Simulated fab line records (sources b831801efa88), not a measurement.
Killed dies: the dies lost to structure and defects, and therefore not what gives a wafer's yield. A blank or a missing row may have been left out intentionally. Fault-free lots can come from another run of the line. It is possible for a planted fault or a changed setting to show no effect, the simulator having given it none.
Which tool was responsible? | flow sky130 | 13 lots, 39 wafers sampled, at 5 steps of a route of 708

WHAT THE GAUGES READ, wafer by wafer
SKY_LDD_HVP_TW_MEAS_10.
lot  | measured     | on            | LDD_HVP_TW
L440 | day 21 23:14 | film metro-02 | 457 458 459
L442 | day 22 18:50 | film metro-04 | 463 461 461
L441 | day 22 22:36 | film metro-03 | 450 453 451
L447 | day 24 17:01 | film metro-02 | 459 458 461
L448 | day 24 17:58 | film metro-03 | 453 454 452
L449 | day 24 23:19 | film metro-04 | 460 459 461
L450 | day 25 11:19 | film metro-02 | 458 458 457
L451 | day 25 22:12 | film metro-04 | 464 466 467
L452 | day 26 02:35 | film metro-03 | 455 454 453
L460 | day 28 13:38 | film metro-04 | 466 465 464
L461 | day 29 00:31 | film metro-04 | 463 460 459
L462 | day 29 02:28 | film metro-02 | 457 457 458
L463 | day 29 15:50 | film metro-04 | 464 464 463

SKY_SD_P_CD_MEAS_07 targets a cd of 380 nm.
lot  | measured     | on        | cd nm (nm)
L440 | day 25 17:37 | cd sem-02 | 379.5 380.2 379.1
L442 | day 26 13:31 | cd sem-02 | 377.7 374.5 378.6
L441 | day 26 18:09 | cd sem-01 | 380.1 383.5 382.7
L447 | day 28 10:20 | cd sem-02 | 381.0 379.1 379.6
L448 | day 28 12:29 | cd sem-02 | 383.6 380.8 380.2
L449 | day 28 15:47 | cd sem-02 | 379.8 377.7 377.3
L450 | day 29 03:25 | cd sem-02 | 379.5 380.9 380.9
L451 | day 29 15:01 | cd sem-02 | - - -
L452 | day 29 19:07 | cd sem-01 | 378.8 382.8 379.8
L460 | day 32 02:02 | cd sem-01 | 382.2 382.4 381.4
L461 | day 32 12:22 | cd sem-02 | 378.1 377.2 377.4
L462 | day 32 15:07 | cd sem-02 | 377.0 379.8 380.1
L463 | day 33 05:03 | cd sem-01 | 381.6 380.8 382.1

SKY_SD_P_TW_MEAS_11.
lot  | measured     | on            | SD_P_TW
L440 | day 25 18:01 | film metro-02 | 2831 2829 2835
L442 | day 26 13:55 | film metro-01 | 2825 2811 2818
L441 | day 26 18:32 | film metro-03 | 2812 2801 2820
L447 | day 28 10:44 | film metro-03 | 2785 2808 2806
L448 | day 28 12:52 | film metro-01 | 2812 2809 2817
L449 | day 28 16:09 | film metro-03 | 2803 2799 2799
L450 | day 29 03:48 | film metro-01 | 2822 2816 2811
L451 | day 29 15:23 | film metro-02 | 30 30 30
L452 | day 29 19:31 | film metro-03 | 2816 2812 2799
L460 | day 32 02:26 | film metro-01 | 2804 2813 2807
L461 | day 32 12:46 | film metro-03 | 2795 2798 2790
L462 | day 32 15:31 | film metro-03 | 2810 2801 2795
L463 | day 33 05:27 | film metro-02 | 2860 2851 2862

WHICH TOOL RAN EACH LOT (tool, then ch and the chambers of the sampled wafers, then the start)
lot  | SKY_LDD_HVN_STRIP_09                 | SKY_SD_P_EXPOSE_04
L440 | plasma asher-01 ch 0,1, day 20 16:41 | iline stepper-02 ch 0, day 25 03:55
L442 | plasma asher-01 ch 0,1, day 21 12:33 | iline stepper-01 ch 0, day 25 23:23
L441 | plasma asher-02 ch 0,1, day 21 16:14 | iline stepper-01 ch 0, day 26 03:15
L447 | plasma asher-02 ch 0,1, day 23 10:58 | iline stepper-01 ch 0, day 27 20:19
L448 | plasma asher-02 ch 0,1, day 23 11:37 | iline stepper-02 ch 0, day 27 22:28
L449 | plasma asher-01 ch 0,1, day 23 17:20 | iline stepper-01 ch 0, day 28 02:29
L450 | plasma asher-01 ch 0,1, day 24 05:50 | iline stepper-01 ch 0, day 28 13:06
L451 | plasma asher-01 ch 0,1, day 24 16:44 | iline stepper-01 ch 0, day 29 01:35
L452 | plasma asher-03 ch 0,1, day 24 20:54 | iline stepper-01 ch 0, day 29 05:37
L460 | plasma asher-01 ch 0,1, day 27 09:07 | iline stepper-01 ch 0, day 31 12:58
L461 | plasma asher-03 ch 0,1, day 27 19:50 | iline stepper-01 ch 0, day 31 23:37
L462 | plasma asher-01 ch 0,1, day 27 21:56 | iline stepper-02 ch 0, day 32 01:49
L463 | plasma asher-03 ch 0,1, day 28 12:01 | iline stepper-01 ch 0, day 32 15:33
- SKY_LDD_HVN_STRIP_09: strips in O2/N2.
- SKY_SD_P_EXPOSE_04: exposes mask PSDM, target cd 380 nm.

WHAT THE TOOLS THEMSELVES READ (means of the sampled wafers that have a number; where no wafer has one, the mark that the record gives instead)
SKY_LDD_HVN_STRIP_09.
lot  | tool            | drypump motor current A (A) | oes product au (a.u.) | strip time to endpoint s (s)
L440 | plasma asher-01 | 5.1                         | 0.408                 | 4.151
L442 | plasma asher-01 | 5.1                         | 0.409                 | 4.127
L441 | plasma asher-02 | 6.0                         | 0.409                 | 4.125
L447 | plasma asher-02 | 6.0                         | 0.409                 | 4.125
L448 | plasma asher-02 | 6.0                         | 0.407                 | 4.110
L449 | plasma asher-01 | 5.0                         | 0.414                 | 4.121
L450 | plasma asher-01 | 5.1                         | 0.411                 | 4.139
L451 | plasma asher-01 | 5.0                         | 0.406                 | 4.136
L452 | plasma asher-03 | 5.6                         | 0.409                 | 4.152
L460 | plasma asher-01 | 5.0                         | 0.412                 | 4.151
L461 | plasma asher-03 | 5.6                         | 0.405                 | 4.147
L462 | plasma asher-01 | 5.1                         | 0.409                 | 4.150
L463 | plasma asher-03 | 5.6                         | 0.406                 | 4.144

SKY_SD_P_EXPOSE_04.
lot  | tool             | exposure dose mJ cm2 | focus offset nm (nm)
L440 | iline stepper-02 | 137.92               | 0.2
L442 | iline stepper-01 | 137.92               | -0.7
L441 | iline stepper-01 | 138.04               | 0.2
L447 | iline stepper-01 | 137.90               | -0.2
L448 | iline stepper-02 | 137.87               | -0.4
L449 | iline stepper-01 | 138.11               | -0.5
L450 | iline stepper-01 | 138.07               | -0.8
L451 | iline stepper-01 | 137.92               | 0.2
L452 | iline stepper-01 | 138.12               | -0.4
L460 | iline stepper-01 | 137.98               | 0.0
L461 | iline stepper-01 | 137.98               | 0.6
L462 | iline stepper-02 | 138.05               | -0.0
L463 | iline stepper-01 | 138.11               | -0.3

THE ANSWER, worked out from the rows above alone
Rule: usual is defined by the lots themselves. The widest of any qualifying gaps counts: lots, ordered by their means at a reading, are off when they make up no more than a third of the lots, leave a main group of 4 or more, and stand apart from it by 3 or more times the standard deviation of that group's means. A main group whose means are all the same, to the digits that the tables above print for the reading, isn't used. Also off: a lot with no number at a reading for which 4 or more lots have one. All remaining lots with rows at the step are treated as sound. Order of review: gauges by route order, followed by the tools' own readings, for which a lot's mean as printed above is used. The first step at which some lot is off is used, and at that step the reading that is off furthest; a lot without a number counts as furthest.
Off: L451 (SKY_SD_P_CD_MEAS_07, cd nm). Without a number there: L451. Main group: mean 379.9 nm, sd 1.7.
If a tool, at a process step before that reading, ran all the lots that are off and no sound lot after the first of them, it fits. Not tried: the gauges at SKY_SD_P_CD_MEAS_07; whatever is off there is also off at SKY_SD_P_TW_MEAS_11, on other tools, and gauge error can't account for it. Of those tried, none fits.

WHAT HAD BEEN PUT IN BY THE SIMULATOR
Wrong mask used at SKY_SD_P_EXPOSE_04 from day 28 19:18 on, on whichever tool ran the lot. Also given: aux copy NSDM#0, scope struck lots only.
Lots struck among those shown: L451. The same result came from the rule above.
